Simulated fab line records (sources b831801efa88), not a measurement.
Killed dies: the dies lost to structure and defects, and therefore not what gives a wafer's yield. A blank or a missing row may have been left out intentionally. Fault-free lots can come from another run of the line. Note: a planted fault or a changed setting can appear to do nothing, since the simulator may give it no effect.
fab line records    flow sfq_line
record lots=14  wafers=42  last_day=91
route steps=325 shown R5@213 M6@255 I6@268
lots untouched by any fault: they come from a run of this same line in which no faults occurred
start_h: hours from the record's opening day to when the first of the lot's shown wafers began    wait_h: time in hours since the lot's previous step    " as in the row above    L1.1+2: a single row standing in for several wafers    - no value, or no start was given    * or withheld: withheld    < > ~ a bound
route shown NAME@n: a module of which the file shows steps, and the number in the route of the first    usual: mean/standard deviation of fault-free wafers    same: alike in all rows    chamber/n: place in a boat    sites: per-site readings    _std_site: how widely they spread, as a standard deviation    _edge_site: the outer-site mean with the inner-site mean subtracted    radius_mm: for every site, how far away it sits from the centre of the wafer    mask NAME#n: copy n    behind: the tool/chamber that last shaped the wafer    hold: the reason the lot was held/the length of the hold in hours/how it ended    device: which transistor (n, p or np) failed to switch    end of line: the tests these same wafers got at the end of their route    a step given without rows: its recipe and nothing more    killed: dies lost to structure and defects at the first sort, not the wafer's yield    map: a wafer's dies, marking killed ones x, the rest . and places with no die _
set.NAME: the setting the step ran with; set.NAME@STEP: the setting that earlier step ran with    model.NAME: the simulator's own value behind a step, which no gauge read
steps of the route over a sample of lots; a table a step, a row a wafer
services: when a tool's chamber went out of use (start_h, in hours from the record's first day, below 0 if earlier), for how many hours, and the reason
## steps
# step SFQ_TRILAYER_R5_DEP_SPUTTER_133
# recipe material=MoNx  base_pressure_pa=1.33e-06  target_thk_nm=40  power_w=1000  time_s=66.7  chamber_pressure_pa=0.4
# usual throttle_valve_pct=30.3/0.68
# same time_s=66.7
lot.wafer  tool            chamber  start_h  wait_h  throttle_valve_pct
L980.2     pvd_sputter-04  -        1209.40  0.0     30.7
L980.3     "               -        "        "       30.0
L980.5     "               -        "        "       29.1
L981.1     pvd_sputter-04  -        1216.34  0.0     30.8
L981.3     "               -        "        "       29.4
L981.4     "               -        "        "       31.1
L982.2     pvd_sputter-05  -        1228.11  0.0     30.1
L982.5     "               -        "        "       30.7
L982.6     "               -        "        "       30.0
L984.1     pvd_sputter-05  -        1241.38  0.0     30.4
L984.3     "               -        "        "       30.4
L984.4     "               -        "        "       29.8
L985.2     pvd_sputter-04  -        1245.52  0.0     30.7
L985.4     "               -        "        "       29.2
L985.5     "               -        "        "       29.9
L986.4     pvd_sputter-06  -        1254.52  0.0     30.5
L986.5     "               -        "        "       30.5
L986.6     "               -        "        "       30.1
L988.2     pvd_sputter-05  -        1300.91  0.0     30.4
L988.3     "               -        "        "       30.9
L988.6     "               -        "        "       31.0
L993.1     pvd_sputter-04  -        1349.13  0.0     29.8
L993.3     "               -        "        "       28.9
L993.4     "               -        "        "       31.3
L994.3     pvd_sputter-05  -        1352.13  0.0     30.6
L994.5     "               -        "        "       30.0
L994.6     "               -        "        "       30.7
L995.1     pvd_sputter-06  -        1355.13  0.0     29.5
L995.2     "               -        "        "       28.9
L995.6     "               -        "        "       29.3
L996.3     pvd_sputter-05  -        1381.25  0.0     30.6
L996.4     "               -        "        "       30.3
L996.6     "               -        "        "       31.0
L998.1     pvd_sputter-05  -        1387.25  0.0     30.3
L998.4     "               -        "        "       30.8
L998.5     "               -        "        "       31.2
L101.1     pvd_sputter-05  -        1541.96  0.0     30.2
L101.2     "               -        "        "       30.9
L101.3     "               -        "        "       30.5
L102.1     pvd_sputter-05  -        1546.69  0.0     30.6
L102.3     "               -        "        "       30.8
L102.5     "               -        "        "       31.1
# step SFQ_R5_THK_MEAS_934
# recipe thk_meas_gauge=xrf  reads=MoNx_of_TRILAYER_R5_DEP_SPUTTER_133
# usual R5_MONX_THK=40.3/0.46
lot.wafer  tool           chamber  start_h  wait_h  R5_MONX_THK[nm]
L980.2     film_metro-03  -        1209.60  0.1     40.1
L980.3     "              -        "        "       40.1
L980.5     "              -        "        "       40.2
L981.1     film_metro-02  -        1216.53  0.1     40.1
L981.3     "              -        "        "       40.7
L981.4     "              -        "        "       40.5
L982.2     film_metro-03  -        1228.32  0.1     40.5
L982.5     "              -        "        "       39.6
L982.6     "              -        "        "       40.2
L984.1     film_metro-02  -        1241.57  0.1     40.0
L984.3     "              -        "        "       40.5
L984.4     "              -        "        "       40.5
L985.2     film_metro-04  -        1245.73  0.1     40.4
L985.4     "              -        "        "       40.8
L985.5     "              -        "        "       40.5
L986.4     film_metro-03  -        1254.75  0.1     40.4
L986.5     "              -        "        "       40.6
L986.6     "              -        "        "       40.7
L988.2     film_metro-03  -        1301.11  0.1     41.3
L988.3     "              -        "        "       41.2
L988.6     "              -        "        "       41.5
L993.1     film_metro-04  -        1349.32  0.1     40.0
L993.3     "              -        "        "       39.5
L993.4     "              -        "        "       40.2
L994.3     film_metro-04  -        1352.34  0.1     40.2
L994.5     "              -        "        "       40.0
L994.6     "              -        "        "       40.2
L995.1     film_metro-04  -        1355.32  0.1     39.7
L995.2     "              -        "        "       39.6
L995.6     "              -        "        "       39.8
L996.3     film_metro-03  -        1381.46  0.1     40.2
L996.4     "              -        "        "       40.5
L996.6     "              -        "        "       40.6
L998.1     film_metro-04  -        1387.44  0.1     40.7
L998.4     "              -        "        "       40.4
L998.5     "              -        "        "       40.7
L101.1     film_metro-03  -        1542.15  0.1     39.7
L101.2     "              -        "        "       39.6
L101.3     "              -        "        "       39.5
L102.1     film_metro-03  -        1546.88  0.1     40.2
L102.3     "              -        "        "       40.4
L102.5     "              -        "        "       40.3
# step SFQ_TRILAYER_M6_LITHO_COAT_164
# recipe resist=BARC  spin_rpm=3000  resist_thk_nm=62
# usual spin_speed_rpm=2999.6/1.7
lot.wafer  tool            chamber  start_h  wait_h  spin_speed_rpm
L980.2     litho_track-04  0        1578.02  0.1     2997.3
L980.3     "               0        "        "       3001.2
L980.5     "               0        "        "       3000.9
L981.1     litho_track-04  0        1585.42  0.1     2997.7
L981.3     "               0        "        "       3000.1
L981.4     "               0        "        "       2998.7
L982.2     litho_track-04  0        1597.45  0.1     2996.7
L982.5     "               0        "        "       2998.0
L982.6     "               0        "        "       2998.0
L984.1     litho_track-03  0        1610.73  0.1     2998.6
L984.3     "               0        "        "       2997.3
L984.4     "               0        "        "       3001.5
L985.2     litho_track-01  0        1617.99  0.1     3000.4
L985.4     "               0        "        "       3000.3
L985.5     "               0        "        "       3000.1
L986.4     litho_track-03  0        1621.89  0.2     3000.0
L986.5     "               0        "        "       2998.7
L986.6     "               0        "        "       3000.7
L988.2     litho_track-04  0        1651.78  0.1     3000.8
L988.3     "               0        "        "       2999.3
L988.6     "               0        "        "       3000.3
L993.1     litho_track-01  0        1702.72  0.1     2999.2
L993.3     "               0        "        "       2996.7
L993.4     "               0        "        "       2999.2
L994.3     litho_track-04  0        1707.02  0.1     2998.0
L994.5     "               0        "        "       2999.4
L994.6     "               0        "        "       3002.6
L995.1     litho_track-01  0        1708.72  0.1     3094.0
L995.2     "               0        "        "       3095.2
L995.6     "               0        "        "       3092.8
L996.3     litho_track-01  0        1734.02  0.1     3093.4
L996.4     "               0        "        "       3095.0
L996.6     "               0        "        "       3093.7
L998.1     litho_track-04  0        1742.44  0.1     2999.0
L998.4     "               0        "        "       2997.3
L998.5     "               0        "        "       2999.5
L101.1     litho_track-03  0        1767.82  0.1     2998.8
L101.2     "               0        "        "       2998.9
L101.3     "               0        "        "       3001.0
L102.1     litho_track-04  0        1772.44  0.1     2997.2
L102.3     "               0        "        "       2999.7
L102.5     "               0        "        "       3003.6
# step SFQ_I6_BOW_MEAS_941
# recipe mode=bow
# usual I6_BOW=7/9.3
lot.wafer  tool           chamber  start_h  wait_h  I6_BOW[um]
L980.2     film_metro-04  -        1693.21  1.5     -1
L980.3     "              -        "        "       -10
L980.5     "              -        "        "       4
L981.1     film_metro-04  -        1697.19  1.5     -7
L981.3     "              -        "        "       15
L981.4     "              -        "        "       -4
L982.2     film_metro-04  -        1714.01  2.5     -4
L982.5     "              -        "        "       7
L982.6     "              -        "        "       5
L984.1     film_metro-03  -        1724.79  1.0     13
L984.3     "              -        "        "       12
L984.4     "              -        "        "       3
L985.2     film_metro-04  -        1730.81  2.0     7
L985.4     "              -        "        "       19
L985.5     "              -        "        "       14
L986.4     film_metro-03  -        1735.86  2.1     19
L986.5     "              -        "        "       20
L986.6     "              -        "        "       11
L988.2     film_metro-04  -        1766.26  1.5     2
L988.3     "              -        "        "       -5
L988.6     "              -        "        "       -9
L993.1     film_metro-03  -        1814.83  2.0     6
L993.3     "              -        "        "       3
L993.4     "              -        "        "       -4
L994.3     film_metro-01  -        1818.41  2.0     4
L994.5     "              -        "        "       -6
L994.6     "              -        "        "       5
L995.1     film_metro-04  -        1820.62  2.5     16
L995.2     "              -        "        "       22
L995.6     "              -        "        "       23
L996.3     film_metro-01  -        1843.47  2.0     16
L996.4     "              -        "        "       17
L996.6     "              -        "        "       23
L998.1     film_metro-04  -        1856.19  1.0     -6
L998.4     "              -        "        "       -9
L998.5     "              -        "        "       0
L101.1     film_metro-03  -        1877.27  2.0     5
L101.2     "              -        "        "       6
L101.3     "              -        "        "       4
L102.1     film_metro-04  -        1884.49  2.5     7
L102.3     "              -        "        "       4
L102.5     "              -        "        "       2
## services
tool            chamber  start_h  hours  kind
pvd_sputter-04  -        1248.97  8.8    repair
pvd_sputter-05  -        1296.85  3.3    repair
pvd_sputter-05  -        1325.11  19.0   repair
pvd_sputter-05  -        1451.01  8.4    repair
pvd_sputter-05  -        1519.68  7.5    repair
pvd_sputter-04  -        1554.60  0.6    repair
pvd_sputter-04  -        1566.67  0.5    repair
pvd_sputter-04  -        1598.74  3.6    repair
## key
first_sign step=SFQ_TRILAYER_M6_LITHO_COAT_164  reading=spin_speed_rpm  direction=up  sigmas=55  usual=2999.6  struck=3094.0
effect none on later readings
met_at SFQ_TRILAYER_M6_LITHO_COAT_164
struck_lots L995,L996
not_acting_at SFQ_TRILAYER_R5_DEP_SPUTTER_133,SFQ_R5_THK_MEAS_934,SFQ_I6_BOW_MEAS_941
onset_between 1702.72 1708.72
fault kind=process_parameter_drift  tool=litho_track-01  chamber=-  onset_h=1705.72  steps=SFQ_TRILAYER_M6_LITHO_COAT_164  channel=spin_rpm  offset=93.79  shape=step  end_h=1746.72  acts_in=these_recipes_only  stated=3000
